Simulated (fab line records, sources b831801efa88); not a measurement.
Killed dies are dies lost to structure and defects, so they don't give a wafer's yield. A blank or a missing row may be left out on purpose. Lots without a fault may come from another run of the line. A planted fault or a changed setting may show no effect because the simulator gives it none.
fab line records | flow sky130
record lots=11 wafers=33 last_day=50
route steps=708 shown LDD_LDN@301 SD_P@327 RES_XHIGH@340 SD_N@351
lots that met no fault: from a run of the same line without faults
start_h: hours from the record's first day to the start of the lot's first wafer shown | wait_h: hours since the lot's step before | " the same as in the row above | L1.1+2: a row that stands for several wafers | - no value, or no start given | * or withheld: withheld | < > ~ a bound
route shown NAME@n: a module of which the file shows steps, and the number in the route of the first | usual: mean/standard deviation of fault-free wafers | same: alike in all rows | chamber/n: place in a boat | sites: the reading at each site | _std_site: their standard deviation | _edge_site: outer sites' mean less inner sites' | radius_mm: how far each site lies from the wafer's centre | mask NAME#n: copy n | behind: the tool/chamber that last shaped the wafer | hold: why the lot was held/for how many hours/how that ended | device: the transistor (n, p or np) that didn't switch | end of line: the same wafers' tests at the end of the route | a step without rows: its recipe alone | killed: dies lost to structure and defects at the first sort, not the wafer's yield | map: a wafer's dies, x killed, . not, _ none there
set.NAME: the setting as run; set.NAME@STEP: as run at that earlier step | model.NAME: the simulator's own value behind a step, which no gauge read
steps of the route over a sample of lots; a table a step, a row a wafer
services: from which hour (start_h, from the record's first day; less than 0 if before it) a tool's chamber was out of use, for how many hours, and why
## steps
# step SKY_LDD_LDN_STRIP_12
# recipe chemistry=O2/N2 power_w=1400 pressure_mtorr=1500 platen_temp_c=withheld o2_flow_sccm=3000 n2_flow_sccm=300 overash_fraction=0.5
# usual drypump_motor_current_A=6.13/0.17 oes_product_au=0.716/0.0048 strip_time_to_endpoint_s=14.19/0.04
# columns lot.wafer tool chamber start_h wait_h drypump_motor_current_A oes_product_au rf_hours_counter_h strip_time_to_endpoint_s
L779.1 plasma_asher-04 0 560.99 0.1 6.25 0.716 13 14.15
L779.2 " 1 " " 6.09 0.718 13 14.14
L779.6 " 0 " " 6.25 0.717 - 14.13
L781.2 plasma_asher-02 1 588.01 0.1 6.30 0.713 81 14.18
L781.3 " 0 " " 6.10 0.711 - 14.16
L781.4 " 1 " " 6.31 0.714 - 14.21
L782.1 plasma_asher-02 1 598.63 0.1 6.38 0.716 82 14.15
L782.3 " 1 " " 6.36 0.715 - 14.16
L782.5 " 0 " " 6.06 0.720 - 14.18
L786.1 plasma_asher-04 0 623.21 0.1 6.21 0.717 19 14.21
L786.3 " 1 " " 6.10 0.722 - 14.26
L786.5 " 0 " " 6.23 0.721 - 14.21
L787.2 plasma_asher-04 1 630.43 0.1 6.11 0.715 21 14.15
L787.4 " 1 " " 6.11 0.716 - 14.14
L787.5 " 1 " " 6.10 0.715 - 14.13
L789.1 plasma_asher-04 1 650.71 0.1 6.12 0.718 23 14.21
L789.3 " 1 " " 6.10 0.720 - 14.25
L789.6 " 1 " " 6.10 0.714 - 14.28
L792.1 plasma_asher-02 0 673.21 0.1 6.11 0.714 88 14.24
L792.4 " 0 " " 6.10 0.717 - 14.20
L792.5 " 0 " " 6.10 0.723 - 14.14
L793.3 plasma_asher-04 1 678.26 0.1 6.10 0.721 - 14.19
L793.4 " 0 " " 6.22 0.711 - 14.15
L793.5 " 1 " " 6.09 0.717 - 14.18
L794.3 plasma_asher-04 0 687.06 0.1 6.24 0.716 - 14.21
L794.4 " 1 " " 6.11 0.707 - 14.16
L794.6 " 0 " " 6.23 0.709 - 14.16
L796.1 plasma_asher-02 0 708.63 0.1 6.08 0.718 91 14.16
L796.4 " 0 " " 6.09 0.719 - 14.21
L796.6 " 1 " " 6.30 0.716 - 14.15
L798.3 plasma_asher-02 1 732.10 0.1 6.27 0.707 - 14.19
L798.4 " 0 " " 6.08 0.713 - 14.14
L798.5 " 0 " " 6.05 0.719 - 14.20
# step SKY_SD_P_CD_MEAS_07
# recipe target_cd_nm=380
# usual cd_nm=380.4/2.5
# columns lot.wafer tool chamber start_h wait_h cd_nm
L779.1 cd_sem-02 - 623.04 0.1 381.3
L779.2 " - " " 382.4
L779.6 " - " " 381.8
L781.2 cd_sem-01 - 648.21 0.1 380.7
L781.3 " - " " 379.6
L781.4 " - " " 380.3
L782.1 cd_sem-01 - 660.94 0.1 382.3
L782.3 " - " " 380.8
L782.5 " - " " 384.1
L786.1 cd_sem-01 - 684.19 0.1 376.4
L786.3 " - " " 378.4
L786.5 " - " " 376.8
L787.2 cd_sem-02 - 691.21 0.1 382.5
L787.4 " - " " 381.3
L787.5 " - " " 384.8
L789.1 cd_sem-02 - 708.88 0.1 381.5
L789.3 " - " " 383.6
L789.6 " - " " 381.0
L792.1 cd_sem-02 - 733.83 0.1 379.5
L792.4 " - " " 379.1
L792.5 " - " " 378.9
L793.3 cd_sem-02 - 736.18 0.1 381.1
L793.4 " - " " 380.2
L793.5 " - " " 379.9
L794.3 cd_sem-01 - 746.47 0.1 375.3
L794.4 " - " " 376.5
L794.6 " - " " 375.4
L796.1 cd_sem-02 - 765.44 0.1 384.2
L796.4 " - " " 384.0
L796.6 " - " " 382.9
L798.3 cd_sem-01 - 787.93 0.1 382.0
L798.4 " - " " 378.5
L798.5 " - " " 380.6
# step SKY_RES_XHIGH_STRIP_08
# recipe chemistry=O2/N2 power_w=1400 pressure_mtorr=1500 platen_temp_c=withheld o2_flow_sccm=3000 n2_flow_sccm=300 overash_fraction=0.5
# usual drypump_motor_current_A=5.98/0.29 oes_product_au=0.711/0.005 strip_time_to_endpoint_s=14.28/0.037
# columns lot.wafer tool chamber start_h wait_h drypump_motor_current_A oes_product_au rf_hours_counter_h strip_time_to_endpoint_s
L779.1 plasma_asher-02 1 651.85 0.1 6.32 0.704 86 14.29
L779.2 " 0 " " 6.06 0.701 86 14.28
L779.6 " 0 " " 6.12 0.709 - 14.26
L781.2 plasma_asher-04 1 677.09 0.1 6.10 0.707 26 14.30
L781.3 " 0 " " 6.26 0.705 - 14.31
L781.4 " 1 " " 6.10 0.716 - 14.30
L782.1 plasma_asher-02 0 689.39 0.1 6.05 0.718 90 14.31
L782.3 " 0 " " 6.06 0.718 - 14.36
L782.5 " 0 " " 6.09 0.710 - 14.30
L786.1 plasma_asher-04 1 712.09 0.1 6.08 0.711 29 14.27
L786.3 " 1 " " 6.09 0.707 - 14.29
L786.5 " 0 " " 6.22 0.709 - 14.30
L787.2 plasma_asher-01 1 719.64 0.1 5.49 0.711 103 14.20
L787.4 " 0 " " 5.79 0.708 - 14.23
L787.5 " 0 " " 5.84 0.712 - 14.24
L789.1 plasma_asher-02 1 736.59 0.1 6.33 0.717 94 14.29
L789.3 " 1 " " 6.32 0.709 - 14.31
L789.6 " 0 " " 6.01 0.709 - 14.29
L792.1 plasma_asher-01 1 760.75 0.1 5.50 0.712 2 14.30
L792.4 " 1 " " 5.52 0.709 - 14.29
L792.5 " 0 " " 5.86 0.715 - 14.23
L793.3 plasma_asher-04 1 762.78 0.1 6.11 0.703 - 14.25
L793.4 " 0 " " 6.21 0.707 - 14.29
L793.5 " 1 " " 6.11 0.710 - 14.26
L794.3 plasma_asher-04 1 773.33 0.1 6.11 0.709 - 14.29
L794.4 " 0 " " 6.18 0.698 - 14.33
L794.6 " 0 " " 6.21 0.711 - 14.39
L796.1 plasma_asher-02 1 792.40 0.1 6.29 0.720 100 14.33
L796.4 " 1 " " 6.35 0.714 - 14.29
L796.6 " 1 " " 6.34 0.718 - 14.29
L798.3 plasma_asher-01 1 813.92 0.1 5.46 0.714 - 14.26
L798.4 " 0 " " 5.80 0.709 - 14.29
L798.5 " 1 " " 5.48 0.711 - 14.28
# step SKY_SD_N_IMPLANT_09
# recipe species=As energy_kev=50 dose_cm2=4e+15 tilt_deg=0
# usual beam_energy_keV=50.000/0.017
# columns lot.wafer tool chamber start_h wait_h beam_energy_keV
L779.1 implanter-02 0 680.53 0.0 49.978
L779.2 " 0 " " 50.008
L779.6 " 0 " " 49.958
L781.2 implanter-01 0 705.58 0.0 49.996
L781.3 " 0 " " 49.983
L781.4 " 0 " " 50.012
L782.1 implanter-01 0 717.19 0.0 50.003
L782.3 " 0 " " 50.010
L782.5 " 0 " " 50.020
L786.1 implanter-01 0 739.46 0.0 50.035
L786.3 " 0 " " 50.024
L786.5 " 0 " " 49.990
L787.2 implanter-01 0 746.92 0.0 49.993
L787.4 " 0 " " 49.991
L787.5 " 0 " " 50.027
L789.1 implanter-01 0 763.06 0.0 49.995
L789.3 " 0 " " 49.987
L789.6 " 0 " " 49.971
L792.1 implanter-01 0 787.31 0.0 50.009
L792.4 " 0 " " 50.018
L792.5 " 0 " " 50.019
L793.3 implanter-01 0 789.40 0.1 52.315
L793.4 " 0 " " 52.323
L793.5 " 0 " " 52.344
L794.3 implanter-01 0 800.15 0.1 52.341
L794.4 " 0 " " 52.303
L794.6 " 0 " " 52.332
L796.1 implanter-04 0 818.30 0.0 49.998
L796.4 " 0 " " 49.989
L796.6 " 0 " " 49.977
L798.3 implanter-04 0 840.46 0.1 50.026
L798.4 " 0 " " 50.004
L798.5 " 0 " " 50.007
# step SKY_SD_N_STRIP_11
# recipe chemistry=O2/N2 power_w=1400 pressure_mtorr=1500 platen_temp_c=withheld o2_flow_sccm=3000 n2_flow_sccm=300 overash_fraction=0.5
# usual drypump_motor_current_A=6.13/0.19 oes_product_au=0.528/0.0046 strip_time_to_endpoint_s=22.56/0.043
# columns lot.wafer tool chamber start_h wait_h drypump_motor_current_A oes_product_au rf_hours_counter_h strip_time_to_endpoint_s
L779.1 plasma_asher-03 1 680.83 0.1 6.17 0.525 53 22.50
L779.2 " 0 " " 5.70 0.533 53 22.48
L779.6 " 0 " " 5.72 0.521 - 22.48
L781.2 plasma_asher-03 1 705.86 0.1 6.19 0.523 55 22.52
L781.3 " 1 " " 6.21 0.530 - 22.58
L781.4 " 0 " " 5.73 0.525 - 22.55
L782.1 plasma_asher-04 1 717.49 0.1 6.10 0.535 30 22.60
L782.3 " 0 " " 6.23 0.522 - 22.55
L782.5 " 0 " " 6.23 0.528 - 22.54
L786.1 plasma_asher-02 0 739.76 0.1 6.10 0.530 95 22.50
L786.3 " 1 " " 6.35 0.537 - 22.49
L786.5 " 1 " " 6.34 0.527 - 22.51
L787.2 plasma_asher-03 1 747.20 0.1 6.19 0.527 60 22.58
L787.4 " 1 " " 6.17 0.526 - 22.60
L787.5 " 1 " " 6.17 0.524 - 22.53
L789.1 plasma_asher-02 0 763.36 0.1 6.06 0.525 97 22.55
L789.3 " 0 " " 6.04 0.524 - 22.55
L789.6 " 1 " " 6.31 0.528 - 22.56
L792.1 plasma_asher-02 0 787.61 0.1 6.06 0.528 100 22.56
L792.4 " 1 " " 6.33 0.530 - 22.60
L792.5 " 0 " " 6.08 0.528 - 22.56
L793.3 plasma_asher-04 1 789.68 0.1 6.10 0.524 - 22.93
L793.4 " 0 " " 6.21 0.525 - 22.98
L793.5 " 0 " " 6.23 0.526 - 23.00
L794.3 plasma_asher-02 0 800.43 0.1 6.08 0.521 - 22.95
L794.4 " 1 " " 6.34 0.517 - 22.99
L794.6 " 1 " " 6.35 0.520 - 23.00
L796.1 plasma_asher-03 0 818.60 0.1 5.69 0.526 67 22.60
L796.4 " 1 " " 6.19 0.535 - 22.57
L796.6 " 1 " " 6.20 0.524 - 22.57
L798.3 plasma_asher-02 1 840.74 0.1 6.31 0.534 - 22.54
L798.4 " 0 " " 6.05 0.531 - 22.56
L798.5 " 1 " " 6.33 0.534 - 22.56
# step SKY_SD_N_RS_MEAS_16
# recipe thk_meas_gauge=four-point-probe
# usual SD_N_RS=68.47/0.1
# columns lot.wafer tool chamber start_h wait_h SD_N_RS[ohm/sq]
L779.1 film_metro-02 - 681.22 0.1 68.49
L779.2 " - " " 68.28
L779.6 " - " " 68.56
L781.2 film_metro-02 - 706.26 0.1 68.25
L781.3 " - " " 68.43
L781.4 " - " " 68.43
L782.1 film_metro-02 - 717.87 0.1 68.55
L782.3 " - " " 68.41
L782.5 " - " " 68.45
L786.1 film_metro-02 - 740.14 0.1 68.44
L786.3 " - " " 68.46
L786.5 " - " " 68.53
L787.2 film_metro-03 - 747.60 0.1 68.51
L787.4 " - " " 68.40
L787.5 " - " " 68.50
L789.1 film_metro-03 - 763.74 0.1 68.54
L789.3 " - " " 68.58
L789.6 " - " " 68.66
L792.1 film_metro-03 - 787.99 0.1 68.49
L792.4 " - " " 68.38
L792.5 " - " " 68.63
L793.3 film_metro-02 - 790.07 0.1 66.74
L793.4 " - " " 66.78
L793.5 " - " " 66.72
L794.3 film_metro-02 - 800.82 0.1 66.86
L794.4 " - " " 67.05
L794.6 " - " " 66.71
L796.1 film_metro-02 - 818.98 0.1 68.57
L796.4 " - " " 68.50
L796.6 " - " " 68.55
L798.3 film_metro-01 - 841.14 0.1 68.44
L798.4 " - " " 68.54
L798.5 " - " " 68.60
## services
# columns tool chamber start_h hours kind
plasma_asher-04 - 564.10 0.8 repair
plasma_asher-02 - 581.26 2.8 pm
implanter-04 - 608.93 2.4 repair
plasma_asher-02 - 619.50 15.6 pm
plasma_asher-03 - 643.88 1.2 repair
plasma_asher-01 - 661.18 11.0 repair
implanter-02 - 671.65 0.5 repair
plasma_asher-03 - 674.02 4.0 pm
plasma_asher-04 - 724.47 0.4 repair
plasma_asher-01 - 733.75 9.0 pm
plasma_asher-01 0 733.75 9.0 vent_cycle
plasma_asher-01 1 733.75 9.0 vent_cycle
implanter-04 - 736.65 1.2 repair
plasma_asher-01 0 742.75 - clean
plasma_asher-01 1 742.75 - clean
plasma_asher-04 - 743.99 3.5 repair
plasma_asher-01 - 774.43 13.9 repair
implanter-04 - 794.92 5.3 repair
implanter-02 - 796.87 4.9 pm
plasma_asher-04 - 801.75 8.8 repair
## key
first_sign step=SKY_SD_N_IMPLANT_09 reading=beam_energy_keV direction=up sigmas=99+ usual=* struck=*
effect step=SKY_SD_N_STRIP_11 reading=strip_time_to_endpoint_s direction=up sigmas=9.7 usual=* struck=*
effect step=SKY_SD_N_RS_MEAS_16 reading=SD_N_RS direction=down sigmas=16 usual=68.47 struck=66.81
met_at SKY_SD_N_IMPLANT_09
struck_lots L793,L794
tester_left_out L793,L794
not_acting_at SKY_LDD_LDN_STRIP_12,SKY_SD_P_CD_MEAS_07,SKY_RES_XHIGH_STRIP_08
onset_between 787.31 789.40
fault kind=process_parameter_drift tool=implanter-01 chamber=- onset_h=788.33 steps=SKY_SD_N_IMPLANT_09 channel=energy_kev offset=* shape=step end_h=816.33 acts_in=* stated=*
# tester_left_out: of these lots the tester's yield and bins aren't shown, on N5 and GAA mostly nor the transistor test; their killed dies are dies lost to structure and defects alone, not to doping, threshold or leakage, so they don't give the yield
